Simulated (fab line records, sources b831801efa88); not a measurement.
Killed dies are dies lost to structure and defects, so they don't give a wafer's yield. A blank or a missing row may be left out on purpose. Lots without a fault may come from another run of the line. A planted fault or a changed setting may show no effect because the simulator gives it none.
fab line records | flow sky130
record lots=5 wafers=15 last_day=50
route steps=708 shown PWDE@84 VT_ADJUST_HVTP@85 VT_ADJUST_LVTN@97 VT_ADJUST_NCORE@119
lots that met no fault: from a run of the same line without faults
start_h: hours from the record's first day to the start of the lot's first wafer shown | wait_h: hours since the lot's step before | " the same as in the row above | L1.1+2: a row that stands for several wafers | - no value, or no start given | * or withheld: withheld | < > ~ a bound
route shown NAME@n: a module of which the file shows steps, and the number in the route of the first | usual: mean/standard deviation of fault-free wafers | same: alike in all rows | chamber/n: place in a boat | sites: the reading at each site | _std_site: their standard deviation | _edge_site: outer sites' mean less inner sites' | radius_mm: how far each site lies from the wafer's centre | mask NAME#n: copy n | behind: the tool/chamber that last shaped the wafer | hold: why the lot was held/for how many hours/how that ended | device: the transistor (n, p or np) that didn't switch | end of line: the same wafers' tests at the end of the route | a step without rows: its recipe alone | killed: dies lost to structure and defects at the first sort, not the wafer's yield | map: a wafer's dies, x killed, . not, _ none there
set.NAME: the setting as run; set.NAME@STEP: as run at that earlier step | model.NAME: the simulator's own value behind a step, which no gauge read
lots at some steps of the route; a table a step, a row a wafer
services: from which hour (start_h, from the record's first day; less than 0 if before it) a tool's chamber was out of use, for how many hours, and why
## steps
# step SKY_NWELL_RS_MEAS_31
# recipe thk_meas_gauge=four-point-probe
# usual PWDE_RS=5275/18
# columns lot.wafer tool chamber start_h wait_h PWDE_RS[ohm/sq]
L089.1 film_metro-02 - 192.81 0.1 5308
L089.3 " - " " 5304
L089.6 " - " " 5281
L090.1 film_metro-03 - 200.01 0.1 5247
L090.2 " - " " 5274
L090.4 " - " " 5250
L091.2 film_metro-03 - 212.05 0.1 5242
L091.5 " - " " 5260
L091.6 " - " " 5245
L092.1 film_metro-02 - 213.73 0.1 5282
L092.3 " - " " 5250
L092.4 " - " " 5245
L095.1 film_metro-03 - 234.98 0.1 5267
L095.2 " - " " 5251
L095.3 " - " " 5272
# step SKY_VT_ADJUST_HVTP_DEHYDRATE_00
# recipe temp_c=200 time_s=60
# columns lot.wafer tool chamber start_h wait_h
L089.1+3+6 litho_track-03 0 203.50 10.7
L090.1+2+4 litho_track-04 0 209.99 10.0
L091.2+5+6 litho_track-02 0 223.15 11.1
L092.1+3+4 litho_track-03 0 224.85 11.1
L095.1+2+3 litho_track-03 0 245.75 10.7
# step SKY_VT_ADJUST_HVTP_HMDS_01
# recipe prime_time_s=60 prime_temp_c=120
# columns lot.wafer tool chamber start_h wait_h
L089.1+3+6 litho_track-03 0 203.65 0.1
L090.1+2+4 litho_track-04 0 210.14 0.1
L091.2+5+6 litho_track-02 0 223.30 0.1
L092.1+3+4 litho_track-03 0 225.00 0.1
L095.1+2+3 litho_track-03 0 245.90 0.1
# step SKY_VT_ADJUST_HVTP_COAT_02
# recipe resist=NOVOLAK spin_rpm=3000 resist_thk_nm=1140
# columns lot.wafer tool chamber start_h wait_h
L089.1+3+6 litho_track-03 0 203.80 0.1
L090.1+2+4 litho_track-04 0 210.29 0.1
L091.2+5+6 litho_track-02 0 223.45 0.1
L092.1+3+4 litho_track-03 0 225.15 0.1
L095.1+2+3 litho_track-03 0 246.05 0.1
# step SKY_VT_ADJUST_HVTP_SOFTBAKE_03
# recipe temp_c=90 time_s=60 resist=NOVOLAK
# columns lot.wafer tool chamber start_h wait_h
L089.1+3+6 litho_track-03 0 203.95 0.1
L090.1+2+4 litho_track-04 0 210.44 0.1
L091.2+5+6 litho_track-02 0 223.60 0.1
L092.1+3+4 litho_track-03 0 225.30 0.1
L095.1+2+3 litho_track-03 0 246.20 0.1
# step SKY_VT_ADJUST_HVTP_EXPOSE_04
# recipe mask_id=HVTPM na=0.6 source_shape=conventional sigma_outer=0.6 polarization=unpolarized target_cd_nm=380 dose_mj=140
# same sigma_outer=0.6
# columns lot.wafer tool chamber start_h wait_h mask
L089.1+3+6 iline_stepper-01 0 - - HVTPM#0
L090.1+2+4 iline_stepper-01 0 - - HVTPM#0
L091.2+5+6 iline_stepper-02 0 - - HVTPM#0
L092.1+3+4 iline_stepper-01 0 - - HVTPM#0
L095.1+2+3 iline_stepper-01 0 - - HVTPM#0
# step SKY_VT_ADJUST_HVTP_PEB_05
# recipe temp_c=withheld time_s=* resist=NOVOLAK
# columns lot.wafer tool chamber start_h wait_h
L089.1+3+6 litho_track-02 0 - -
L090.1+2+4 litho_track-04 0 - -
L091.2+5+6 litho_track-02 0 - -
L092.1+3+4 litho_track-04 0 - -
L095.1+2+3 litho_track-03 0 - -
# step SKY_VT_ADJUST_HVTP_DEVELOP_06
# recipe resist=NOVOLAK developer=TMAH develop_time_s=60 dev_temp_c=23
# columns lot.wafer tool chamber start_h wait_h
L089.1+3+6 litho_track-02 0 214.72 0.1
L090.1+2+4 litho_track-04 0 221.84 0.1
L091.2+5+6 litho_track-02 0 234.70 0.1
L092.1+3+4 litho_track-04 0 235.94 0.1
L095.1+2+3 litho_track-03 0 257.90 0.1
# step SKY_VT_ADJUST_HVTP_CD_MEAS_07
# recipe target_cd_nm=380
# usual cd_nm=380.7/2.5
# columns lot.wafer tool chamber start_h wait_h cd_nm
L089.1 cd_sem-01 - 214.87 0.1 384.0
L089.3 " - " " 383.0
L089.6 " - " " 382.2
L090.1 cd_sem-02 - 221.99 0.1 384.0
L090.2 " - " " 381.0
L090.4 " - " " 381.8
L091.2 cd_sem-01 - 234.84 0.1 383.7
L091.5 " - " " 383.5
L091.6 " - " " 383.7
L092.1 cd_sem-01 - 236.09 0.1 381.8
L092.3 " - " " 381.0
L092.4 " - " " 381.4
L095.1 cd_sem-02 - 258.05 0.1 383.3
L095.2 " - " " 382.4
L095.3 " - " " 383.1
# step SKY_VT_ADJUST_HVTP_OVL_MEAS_08
# usual VT_ADJUST_HVTP_OVL=0.1/1.3
# columns lot.wafer tool chamber start_h wait_h VT_ADJUST_HVTP_OVL[nm]
L089.1 overlay-02 - 214.99 0.1 -0.3
L089.3 " - " " 2.3
L089.6 " - " " 1.0
L090.1 overlay-02 - 222.11 0.1 1.1
L090.2 " - " " 2.3
L090.4 " - " " 0.9
L091.2 overlay-01 - 234.95 0.1 0.1
L091.5 " - " " 1.4
L091.6 " - " " 0.6
L092.1 overlay-01 - 236.21 0.1 0.1
L092.3 " - " " -0.9
L092.4 " - " " 0.2
L095.1 overlay-01 - 258.17 0.1 0.2
L095.2 " - " " -1.3
L095.3 " - " " 0.9
# step SKY_VT_ADJUST_HVTP_IMPLANT_09
# recipe species=As energy_kev=150 dose_cm2=4.3e+12 tilt_deg=withheld
# columns lot.wafer tool chamber start_h wait_h
L089.1+3+6 implanter-04 0 215.03 0.0
L090.1+2+4 implanter-04 0 222.15 0.0
L091.2+5+6 implanter-04 0 235.00 0.0
L092.1+3+4 implanter-03 0 236.25 0.0
L095.1+2+3 implanter-03 0 258.20 0.0
# step SKY_VT_ADJUST_HVTP_STRIP_10
# recipe chemistry=O2/N2 power_w=1400 pressure_mtorr=1500 platen_temp_c=withheld o2_flow_sccm=3000 n2_flow_sccm=300 overash_fraction=0.5
# usual chamber_pressure_mTorr=1499.9/1.4 drypump_motor_current_A=5.9/0.48 oes_product_au=0.716/0.0045 strip_time_to_endpoint_s=14.20/0.035
# columns lot.wafer tool chamber start_h wait_h chamber_pressure_mTorr drypump_motor_current_A oes_product_au rf_hours_counter_h strip_time_to_endpoint_s
L089.1 plasma_asher-04 1 215.18 0.1 1499.3 6.2 0.725 9 14.18
L089.3 " 1 " " 1497.0 6.2 0.718 - 14.20
L089.6 " 0 " " 1498.9 6.1 0.714 - 14.18
L090.1 plasma_asher-02 1 222.30 0.1 1502.1 5.1 0.714 53 14.14
L090.2 " 0 " " 1499.3 6.4 0.715 53 14.16
L090.4 " 0 " " 1499.3 6.4 0.717 - 14.19
L091.2 plasma_asher-03 0 235.13 0.1 1499.7 5.7 0.719 57 14.18
L091.5 " 1 " " 1500.7 5.9 0.717 - 14.21
L091.6 " 0 " " 1499.5 5.7 0.713 - 14.22
L092.1 plasma_asher-02 0 236.40 0.1 1500.3 6.4 0.710 55 14.21
L092.3 " 0 " " 1499.6 6.4 0.711 - 14.16
L092.4 " 1 " " 1501.5 5.1 0.714 - 14.19
L095.1 plasma_asher-04 1 258.35 0.1 1501.1 6.2 0.714 13 14.21
L095.2 " 0 " " 1501.2 6.2 0.720 13 14.20
L095.3 " 0 " " 1500.7 6.2 0.718 - 14.23
# step SKY_VT_ADJUST_HVTP_TW_MEAS_11
# usual VT_ADJUST_HVTP_TW=1352/8.1
# columns lot.wafer tool chamber start_h wait_h VT_ADJUST_HVTP_TW
L089.1 film_metro-03 - 215.28 0.1 1354
L089.3 " - " " 1348
L089.6 " - " " 1355
L090.1 film_metro-04 - 222.40 0.1 1327
L090.2 " - " " 1335
L090.4 " - " " 1332
L091.2 film_metro-03 - 235.24 0.1 1355
L091.5 " - " " 1357
L091.6 " - " " 1355
L092.1 film_metro-02 - 236.50 0.1 1360
L092.3 " - " " 1359
L092.4 " - " " 1368
L095.1 film_metro-02 - 258.45 0.1 1359
L095.2 " - " " 1346
L095.3 " - " " 1361
# step SKY_VT_ADJUST_LVTN_DEHYDRATE_00
# recipe temp_c=200 time_s=60
# columns lot.wafer tool chamber start_h wait_h
L089.1+3+6 litho_track-02 0 226.42 11.1
L090.1+2+4 litho_track-03 0 233.00 10.6
L091.2+5+6 litho_track-02 0 245.85 10.6
L092.1+3+4 litho_track-02 0 247.57 11.1
L095.1+2+3 litho_track-03 0 270.35 11.9
# step SKY_VT_ADJUST_LVTN_HMDS_01
# recipe prime_time_s=60 prime_temp_c=120
# columns lot.wafer tool chamber start_h wait_h
L089.1+3+6 litho_track-02 0 226.57 0.1
L090.1+2+4 litho_track-03 0 233.15 0.1
L091.2+5+6 litho_track-02 0 246.00 0.1
L092.1+3+4 litho_track-02 0 247.72 0.1
L095.1+2+3 litho_track-03 0 270.50 0.1
# step SKY_VT_ADJUST_LVTN_COAT_02
# recipe spin_rpm=2000 resist_thk_nm=3000
# columns lot.wafer tool chamber start_h wait_h
L089.1+3+6 litho_track-02 0 226.72 0.1
L090.1+2+4 litho_track-03 0 233.30 0.1
L091.2+5+6 litho_track-02 0 246.15 0.1
L092.1+3+4 litho_track-02 0 247.87 0.1
L095.1+2+3 litho_track-03 0 270.65 0.1
# step SKY_VT_ADJUST_LVTN_SOFTBAKE_03
# recipe temp_c=110 time_s=withheld
# columns lot.wafer tool chamber start_h wait_h
L089.1+3+6 litho_track-02 0 226.87 0.1
L090.1+2+4 litho_track-03 0 233.45 0.1
L091.2+5+6 litho_track-02 0 246.31 0.1
L092.1+3+4 litho_track-02 0 248.02 0.1
L095.1+2+3 litho_track-03 0 270.80 0.1
# step SKY_VT_ADJUST_LVTN_EXPOSE_04
# recipe mask_id=NWM_COMPLEMENT_LESS_NATIVE na=0.6 source_shape=conventional sigma_outer=0.6 polarization=unpolarized target_cd_nm=840 dose_mj=194
# same sigma_outer=0.6
# columns lot.wafer tool chamber start_h wait_h mask
L089.1+3+6 iline_stepper-01 0 - - NWM_COMPLEMENT_LESS_NATIVE#0
L090.1+2+4 iline_stepper-02 0 - - NWM_COMPLEMENT_LESS_NATIVE#0
L091.2+5+6 iline_stepper-02 0 - - NWM_COMPLEMENT_LESS_NATIVE#0
L092.1+3+4 iline_stepper-02 0 - - NWM_COMPLEMENT_LESS_NATIVE#0
L095.1+2+3 iline_stepper-02 0 - - NWM_COMPLEMENT_LESS_NATIVE#0
# step SKY_VT_ADJUST_LVTN_PEB_05
# recipe temp_c=115 time_s=withheld
# columns lot.wafer tool chamber start_h wait_h
L089.1+3+6 litho_track-02 0 - -
L090.1+2+4 litho_track-01 0 - -
L091.2+5+6 litho_track-01 0 - -
L092.1+3+4 litho_track-03 0 - -
L095.1+2+3 litho_track-02 0 - -
# step SKY_VT_ADJUST_LVTN_DEVELOP_06
# recipe wall_angle_deg=90 developer=TMAH develop_time_s=60 dev_temp_c=23
# columns lot.wafer tool chamber start_h wait_h
L089.1+3+6 litho_track-02 0 - -
L090.1+2+4 litho_track-01 0 - -
L091.2+5+6 litho_track-01 0 - -
L092.1+3+4 litho_track-03 0 - -
L095.1+2+3 litho_track-02 0 - -
# step SKY_VT_ADJUST_LVTN_OVL_MEAS_07
# usual VT_ADJUST_LVTN_OVL=-0.6/1.3
# columns lot.wafer tool chamber start_h wait_h VT_ADJUST_LVTN_OVL[nm]
L089.1 overlay-02 - 238.27 - 1.5
L089.3 " - " " -0.2
L089.6 " - " " -0.8
L090.1 overlay-02 - 245.28 - 1.0
L090.2 " - " " -0.9
L090.4 " - " " 0.2
L091.2 overlay-02 - 258.13 - -0.4
L091.5 " - " " -1.5
L091.6 " - " " -3.1
L092.1 overlay-01 - 259.65 - 0.5
L092.3 " - " " 1.4
L092.4 " - " " -0.5
L095.1 overlay-01 - 283.52 - -1.6
L095.2 " - " " -0.3
L095.3 " - " " -0.6
# step SKY_VT_ADJUST_LVTN_IMPLANT_08
# recipe species=B energy_kev=30 dose_cm2=1.57e+12 tilt_deg=withheld
# columns lot.wafer tool chamber start_h wait_h
L089.1+3+6 implanter-02 0 238.31 0.0
L090.1+2+4 implanter-01 0 245.31 0.0
L091.2+5+6 implanter-01 0 258.19 0.0
L092.1+3+4 implanter-02 0 259.68 0.0
L095.1+2+3 implanter-01 0 283.56 0.0
# step SKY_VT_ADJUST_LVTN_STRIP_09
# recipe chemistry=O2/N2 power_w=1400 pressure_mtorr=1500 platen_temp_c=withheld o2_flow_sccm=3000 n2_flow_sccm=300 overash_fraction=0.5
# usual chamber_pressure_mTorr=1500.2/1.3 drypump_motor_current_A=5.8/0.37 oes_product_au=0.722/0.0043 strip_time_to_endpoint_s=36.91/0.1
# columns lot.wafer tool chamber start_h wait_h chamber_pressure_mTorr drypump_motor_current_A oes_product_au rf_hours_counter_h strip_time_to_endpoint_s
L089.1 plasma_asher-03 0 238.46 0.1 1499.5 5.7 0.725 57 36.75
L089.3 " 0 " " 1499.6 5.7 0.728 - 36.76
L089.6 " 1 " " 1501.5 5.9 0.722 - 36.81
L090.1 plasma_asher-02 1 245.46 0.1 1501.0 5.0 0.721 55 36.95
L090.2 " 0 " " 1501.9 6.4 0.722 55 36.97
L090.4 " 0 " " 1501.8 6.4 0.724 - 36.98
L091.2 plasma_asher-01 0 258.31 0.1 1498.3 6.2 0.723 45 36.99
L091.5 " 1 " " 1498.7 5.9 0.722 - 36.95
L091.6 " 0 " " 1501.2 6.1 0.722 - 37.05
L092.1 plasma_asher-01 1 259.83 0.1 1497.4 5.9 0.726 45 37.03
L092.3 " 1 " " 1500.1 5.9 0.723 - 36.89
L092.4 " 0 " " 1498.1 6.2 0.715 - 36.98
L095.1 plasma_asher-03 0 283.71 0.1 1499.2 5.7 0.715 61 36.81
L095.2 " 1 " " 1499.8 5.9 0.721 61 36.97
L095.3 " 0 " " 1499.7 5.7 0.721 - 36.75
# step SKY_VT_ADJUST_LVTN_TW_MEAS_10
# usual VT_ADJUST_LVTN_TW=239.4/2.1
# columns lot.wafer tool chamber start_h wait_h VT_ADJUST_LVTN_TW
L089.1 film_metro-03 - 238.56 0.1 241.2
L089.3 " - " " 240.0
L089.6 " - " " 241.3
L090.1 film_metro-04 - 245.56 0.1 237.1
L090.2 " - " " 239.3
L090.4 " - " " 237.5
L091.2 film_metro-04 - 258.42 0.1 238.2
L091.5 " - " " 239.2
L091.6 " - " " 237.0
L092.1 film_metro-04 - 259.93 0.1 236.6
L092.3 " - " " 238.2
L092.4 " - " " 237.0
L095.1 film_metro-01 - 283.81 0.1 243.7
L095.2 " - " " 241.8
L095.3 " - " " 243.3
# step SKY_VT_ADJUST_LVTN_DEHYDRATE_11
# recipe temp_c=200 time_s=60
# columns lot.wafer tool chamber start_h wait_h
L089.1+3+6 litho_track-01 0 249.33 10.8
L090.1+2+4 litho_track-01 0 256.58 11.0
L091.2+5+6 litho_track-02 0 269.65 11.2
L092.1+3+4 litho_track-02 0 271.77 11.8
L095.1+2+3 litho_track-02 0 295.32 11.5
# step SKY_VT_ADJUST_LVTN_HMDS_12
# recipe prime_time_s=60 prime_temp_c=120
# columns lot.wafer tool chamber start_h wait_h
L089.1+3+6 litho_track-01 0 249.48 0.1
L090.1+2+4 litho_track-01 0 256.73 0.1
L091.2+5+6 litho_track-02 0 269.80 0.1
L092.1+3+4 litho_track-02 0 271.92 0.1
L095.1+2+3 litho_track-02 0 295.47 0.1
# step SKY_VT_ADJUST_LVTN_COAT_13
# recipe resist=NOVOLAK spin_rpm=3000 resist_thk_nm=1140
# columns lot.wafer tool chamber start_h wait_h
L089.1+3+6 litho_track-01 0 249.63 0.1
L090.1+2+4 litho_track-01 0 256.88 0.1
L091.2+5+6 litho_track-02 0 269.95 0.1
L092.1+3+4 litho_track-02 0 272.07 0.1
L095.1+2+3 litho_track-02 0 295.62 0.1
# step SKY_VT_ADJUST_LVTN_SOFTBAKE_14
# recipe temp_c=90 time_s=60 resist=NOVOLAK
# columns lot.wafer tool chamber start_h wait_h
L089.1+3+6 litho_track-01 0 249.78 0.1
L090.1+2+4 litho_track-01 0 257.03 0.1
L091.2+5+6 litho_track-02 0 270.10 0.1
L092.1+3+4 litho_track-02 0 272.22 0.1
L095.1+2+3 litho_track-02 0 295.77 0.1
# step SKY_VT_ADJUST_LVTN_EXPOSE_15
# recipe mask_id=HVN_STD_DERIVED na=0.6 source_shape=conventional sigma_outer=0.6 polarization=unpolarized target_cd_nm=600 dose_mj=163
# same sigma_outer=0.6
# columns lot.wafer tool chamber start_h wait_h mask
L089.1+3+6 iline_stepper-02 0 - - HVN_STD_DERIVED#0
L090.1+2+4 iline_stepper-02 0 - - HVN_STD_DERIVED#0
L091.2+5+6 iline_stepper-01 0 - - HVN_STD_DERIVED#0
L092.1+3+4 iline_stepper-02 0 - - HVN_STD_DERIVED#0
L095.1+2+3 iline_stepper-02 0 - - HVN_STD_DERIVED#0
# step SKY_VT_ADJUST_LVTN_PEB_16
# recipe temp_c=withheld time_s=* resist=NOVOLAK
# columns lot.wafer tool chamber start_h wait_h
L089.1+3+6 litho_track-02 0 - -
L090.1+2+4 litho_track-01 0 - -
L091.2+5+6 litho_track-03 0 - -
L092.1+3+4 litho_track-01 0 - -
L095.1+2+3 litho_track-03 0 - -
# step SKY_VT_ADJUST_LVTN_DEVELOP_17
# recipe resist=NOVOLAK developer=TMAH develop_time_s=60 dev_temp_c=23
# columns lot.wafer tool chamber start_h wait_h
L089.1+3+6 litho_track-02 0 260.97 0.1
L090.1+2+4 litho_track-01 0 268.78 0.1
L091.2+5+6 litho_track-03 0 282.97 0.1
L092.1+3+4 litho_track-01 0 284.58 0.1
L095.1+2+3 litho_track-03 0 308.45 0.1
# step SKY_VT_ADJUST_LVTN_OVL_MEAS_18
# usual VT_ADJUST_LVTN_01_OVL=-0.7/1.4
# columns lot.wafer tool chamber start_h wait_h VT_ADJUST_LVTN_01_OVL[nm]
L089.1 overlay-01 - 261.12 0.1 0.4
L089.3 " - " " -1.1
L089.6 " - " " -1.9
L090.1 overlay-02 - 268.93 0.1 -1.6
L090.2 " - " " 0.0
L090.4 " - " " -1.4
L091.2 overlay-02 - 283.10 0.1 -4.0
L091.5 " - " " -1.3
L091.6 " - " " -1.9
L092.1 overlay-02 - 284.73 0.1 -0.4
L092.3 " - " " -1.3
L092.4 " - " " -0.6
L095.1 overlay-01 - 308.60 0.1 -1.5
L095.2 " - " " -0.6
L095.3 " - " " 0.4
# step SKY_VT_ADJUST_LVTN_IMPLANT_19
# recipe species=B energy_kev=30 dose_cm2=6.5e+11 tilt_deg=withheld
# columns lot.wafer tool chamber start_h wait_h
L089.1+3+6 implanter-02 0 261.16 0.0
L090.1+2+4 implanter-02 0 268.96 0.0
L091.2+5+6 implanter-02 0 283.16 0.0
L092.1+3+4 implanter-01 0 284.76 0.0
L095.1+2+3 implanter-04 0 308.63 0.0
# step SKY_VT_ADJUST_LVTN_STRIP_20
# recipe chemistry=O2/N2 power_w=1400 pressure_mtorr=1500 platen_temp_c=withheld o2_flow_sccm=3000 n2_flow_sccm=300 overash_fraction=0.5
# usual chamber_pressure_mTorr=1499.8/1.4 drypump_motor_current_A=5.9/0.45 oes_product_au=0.716/0.0047 strip_time_to_endpoint_s=14.18/0.032
# columns lot.wafer tool chamber start_h wait_h chamber_pressure_mTorr drypump_motor_current_A oes_product_au rf_hours_counter_h strip_time_to_endpoint_s
L089.1 plasma_asher-03 0 261.31 0.1 1500.2 5.7 0.714 59 14.19
L089.3 " 0 " " 1500.3 5.7 0.712 - 14.20
L089.6 " 0 " " 1499.5 5.7 0.714 - 14.20
L090.1 plasma_asher-01 0 269.11 0.1 1499.2 6.1 0.714 46 14.15
L090.2 " 1 " " 1500.3 5.9 0.716 46 14.17
L090.4 " 0 " " 1501.3 6.1 0.708 - 14.15
L091.2 plasma_asher-01 1 283.28 0.1 1501.0 6.0 0.715 47 14.25
L091.5 " 0 " " 1500.5 6.1 0.720 - 14.16
L091.6 " 1 " " 1498.4 5.9 0.709 - 14.14
L092.1 plasma_asher-03 1 284.91 0.1 1499.8 5.9 0.716 62 14.17
L092.3 " 1 " " 1501.2 5.8 0.721 - 14.12
L092.4 " 0 " " 1499.4 5.7 0.717 - 14.16
L095.1 plasma_asher-01 1 308.78 0.1 1500.0 6.0 0.720 50 14.18
L095.2 " 0 " " 1499.1 6.2 0.723 50 14.24
L095.3 " 1 " " 1500.1 6.0 0.719 - 14.18
# step SKY_VT_ADJUST_LVTN_TW_MEAS_21
# usual VT_ADJUST_LVTN_2_TW=187.6/1.5
# columns lot.wafer tool chamber start_h wait_h VT_ADJUST_LVTN_2_TW
L089.1 film_metro-01 - 261.41 0.1 190.1
L089.3 " - " " 189.7
L089.6 " - " " 188.9
L090.1 film_metro-04 - 269.21 0.1 184.4
L090.2 " - " " 184.9
L090.4 " - " " 184.9
L091.2 film_metro-03 - 283.39 0.1 188.0
L091.5 " - " " 187.4
L091.6 " - " " 188.1
L092.1 film_metro-03 - 285.01 0.1 187.4
L092.3 " - " " 188.4
L092.4 " - " " 188.3
L095.1 film_metro-01 - 308.88 0.1 189.2
L095.2 " - " " 188.4
L095.3 " - " " 189.0
# step SKY_VT_ADJUST_NCORE_DEHYDRATE_00
# recipe temp_c=200 time_s=60
# columns lot.wafer tool chamber start_h wait_h
L089.1+3+6 litho_track-03 0 273.70 12.3
L090.1+2+4 litho_track-03 0 281.15 11.9
L091.2+5+6 litho_track-03 0 295.07 11.7
L092.1+3+4 litho_track-03 0 296.80 11.8
L095.1+2+3 litho_track-04 0 321.14 12.2
# step SKY_VT_ADJUST_NCORE_HMDS_01
# recipe prime_time_s=60 prime_temp_c=120
# columns lot.wafer tool chamber start_h wait_h
L089.1+3+6 litho_track-03 0 273.85 0.1
L090.1+2+4 litho_track-03 0 281.30 0.1
L091.2+5+6 litho_track-03 0 295.22 0.1
L092.1+3+4 litho_track-03 0 296.95 0.1
L095.1+2+3 litho_track-04 0 321.29 0.1
# step SKY_VT_ADJUST_NCORE_COAT_02
# recipe resist=NOVOLAK spin_rpm=3000 resist_thk_nm=1140
# columns lot.wafer tool chamber start_h wait_h
L089.1+3+6 litho_track-03 0 274.00 0.1
L090.1+2+4 litho_track-03 0 281.45 0.1
L091.2+5+6 litho_track-03 0 295.37 0.1
L092.1+3+4 litho_track-03 0 297.10 0.1
L095.1+2+3 litho_track-04 0 321.44 0.1
# step SKY_VT_ADJUST_NCORE_SOFTBAKE_03
# recipe temp_c=90 time_s=60 resist=NOVOLAK
# columns lot.wafer tool chamber start_h wait_h
L089.1+3+6 litho_track-03 0 274.15 0.1
L090.1+2+4 litho_track-03 0 281.60 0.1
L091.2+5+6 litho_track-03 0 295.52 0.1
L092.1+3+4 litho_track-03 0 297.25 0.1
L095.1+2+3 litho_track-04 0 321.59 0.1
# step SKY_VT_ADJUST_NCORE_EXPOSE_04
# recipe mask_id=LVTN_COMPLEMENT_THIN na=0.6 source_shape=conventional sigma_outer=0.6 polarization=unpolarized target_cd_nm=380 dose_mj=139
# same sigma_outer=0.6
# columns lot.wafer tool chamber start_h wait_h mask
L089.1+3+6 iline_stepper-01 0 - - LVTN_COMPLEMENT_THIN#0
L090.1+2+4 iline_stepper-02 0 - - LVTN_COMPLEMENT_THIN#0
L091.2+5+6 iline_stepper-01 0 - - LVTN_COMPLEMENT_THIN#0
L092.1+3+4 iline_stepper-02 0 - - LVTN_COMPLEMENT_THIN#0
L095.1+2+3 iline_stepper-01 0 - - LVTN_COMPLEMENT_THIN#0
# step SKY_VT_ADJUST_NCORE_PEB_05
# recipe temp_c=withheld time_s=* resist=NOVOLAK
# columns lot.wafer tool chamber start_h wait_h
L089.1+3+6 litho_track-03 0 - -
L090.1+2+4 litho_track-03 0 - -
L091.2+5+6 litho_track-04 0 - -
L092.1+3+4 litho_track-01 0 - -
L095.1+2+3 litho_track-04 0 - -
# step SKY_VT_ADJUST_NCORE_DEVELOP_06
# recipe resist=NOVOLAK developer=TMAH develop_time_s=60 dev_temp_c=23
# columns lot.wafer tool chamber start_h wait_h
L089.1+3+6 litho_track-03 0 285.70 0.1
L090.1+2+4 litho_track-03 0 294.20 0.1
L091.2+5+6 litho_track-04 0 308.36 0.1
L092.1+3+4 litho_track-01 0 310.08 0.1
L095.1+2+3 litho_track-04 0 334.89 0.1
# step SKY_VT_ADJUST_NCORE_CD_MEAS_07
# recipe target_cd_nm=380
# usual cd_nm=379.4/2.2
# columns lot.wafer tool chamber start_h wait_h cd_nm
L089.1 cd_sem-01 - 285.85 0.1 382.6
L089.3 " - " " 382.0
L089.6 " - " " 382.8
L090.1 cd_sem-02 - 294.35 0.1 381.1
L090.2 " - " " 381.0
L090.4 " - " " 380.7
L091.2 cd_sem-02 - 308.51 0.1 378.3
L091.5 " - " " 375.1
L091.6 " - " " 377.7
L092.1 cd_sem-01 - 310.23 0.1 376.7
L092.3 " - " " 377.8
L092.4 " - " " 375.7
L095.1 cd_sem-02 - 335.14 0.2 381.1
L095.2 " - " " 378.8
L095.3 " - " " 379.6
# step SKY_VT_ADJUST_NCORE_OVL_MEAS_08
# usual VT_ADJUST_NCORE_OVL=-0.1/1.3
# columns lot.wafer tool chamber start_h wait_h VT_ADJUST_NCORE_OVL[nm]
L089.1 overlay-01 - 285.97 0.1 1.4
L089.3 " - " " 1.6
L089.6 " - " " 1.2
L090.1 overlay-01 - 294.47 0.1 -3.1
L090.2 " - " " -2.5
L090.4 " - " " -0.5
L091.2 overlay-02 - 308.62 0.1 -0.7
L091.5 " - " " 0.3
L091.6 " - " " -1.0
L092.1 overlay-01 - 310.35 0.1 0.7
L092.3 " - " " -1.5
L092.4 " - " " -2.0
L095.1 overlay-01 - 335.26 0.1 0.0
L095.2 " - " " 0.0
L095.3 " - " " -0.7
# step SKY_VT_ADJUST_NCORE_IMPLANT_09
# recipe species=B energy_kev=10 dose_cm2=2.4e+12 tilt_deg=withheld
# columns lot.wafer tool chamber start_h wait_h
L089.1+3+6 implanter-04 0 286.00 0.0
L090.1+2+4 implanter-02 0 294.50 0.0
L091.2+5+6 implanter-02 0 308.67 0.0
L092.1+3+4 implanter-02 0 310.38 0.0
L095.1+2+3 implanter-04 0 335.30 0.0
# step SKY_VT_ADJUST_NCORE_STRIP_10
# recipe chemistry=O2/N2 power_w=1400 pressure_mtorr=1500 platen_temp_c=withheld o2_flow_sccm=3000 n2_flow_sccm=300 overash_fraction=0.5
# usual chamber_pressure_mTorr=1499.8/2 drypump_motor_current_A=6.1/0.36 oes_product_au=0.715/0.0049 strip_time_to_endpoint_s=14.19/0.046
# columns lot.wafer tool chamber start_h wait_h chamber_pressure_mTorr drypump_motor_current_A oes_product_au rf_hours_counter_h strip_time_to_endpoint_s
L089.1 plasma_asher-02 1 286.15 0.1 1501.5 5.1 0.712 59 14.19
L089.3 " 1 " " 1498.3 5.1 0.712 - 14.16
L089.6 " 0 " " 1499.4 6.4 0.712 - 14.15
L090.1 plasma_asher-04 1 294.65 0.1 1499.9 6.2 0.712 17 14.15
L090.2 " 0 " " 1499.9 6.1 0.714 17 14.08
L090.4 " 1 " " 1502.6 6.2 0.721 - 14.13
L091.2 plasma_asher-04 0 308.80 0.1 1501.0 6.1 0.721 18 14.20
L091.5 " 1 " " 1499.6 6.3 0.716 - 14.21
L091.6 " 0 " " 1501.4 6.2 0.716 - 14.15
L092.1 plasma_asher-01 0 310.53 0.1 1498.0 6.1 0.719 50 14.16
L092.3 " 1 " " 1501.1 6.0 0.706 - 14.19
L092.4 " 0 " " 1503.1 6.1 0.714 - 14.19
L095.1 plasma_asher-01 0 335.45 0.1 1500.3 6.2 0.720 52 14.25
L095.2 " 1 " " 1500.4 6.0 0.715 52 14.25
L095.3 " 1 " " 1499.8 5.9 0.718 - 14.26
# step SKY_VT_ADJUST_NCORE_TW_MEAS_11
# usual VT_ADJUST_NCORE_TW=218.7/1.7
# columns lot.wafer tool chamber start_h wait_h VT_ADJUST_NCORE_TW
L089.1 film_metro-01 - 286.25 0.1 220.2
L089.3 " - " " 220.4
L089.6 " - " " 220.1
L090.1 film_metro-01 - 294.75 0.1 219.2
L090.2 " - " " 220.0
L090.4 " - " " 219.3
L091.2 film_metro-02 - 308.91 0.1 218.7
L091.5 " - " " 217.5
L091.6 " - " " 218.8
L092.1 film_metro-02 - 310.63 0.1 217.9
L092.3 " - " " 218.4
L092.4 " - " " 219.0
L095.1 film_metro-02 - 335.55 0.1 221.2
L095.2 " - " " 220.2
L095.3 " - " " 219.9
## services
# columns tool chamber start_h hours kind
iline_stepper-01 0 182.35 - calibration
implanter-01 - 227.83 3.3 pm
plasma_asher-03 - 235.80 0.3 repair
implanter-01 - 269.54 5.7 repair
iline_stepper-02 0 270.04 - calibration
iline_stepper-01 - 281.69 0.7 repair
iline_stepper-01 - 297.62 3.4 repair
implanter-01 - 300.73 3.7 pm
implanter-03 - 305.44 3.9 repair
iline_stepper-01 - 307.77 1.9 repair
implanter-03 - 316.20 5.3 pm
iline_stepper-01 - 316.45 1.7 pm
plasma_asher-01 - 318.65 0.9 repair
implanter-03 - 327.29 1.3 repair
litho_track-02 - 332.79 - consumable_replace:filter
## key
fault none
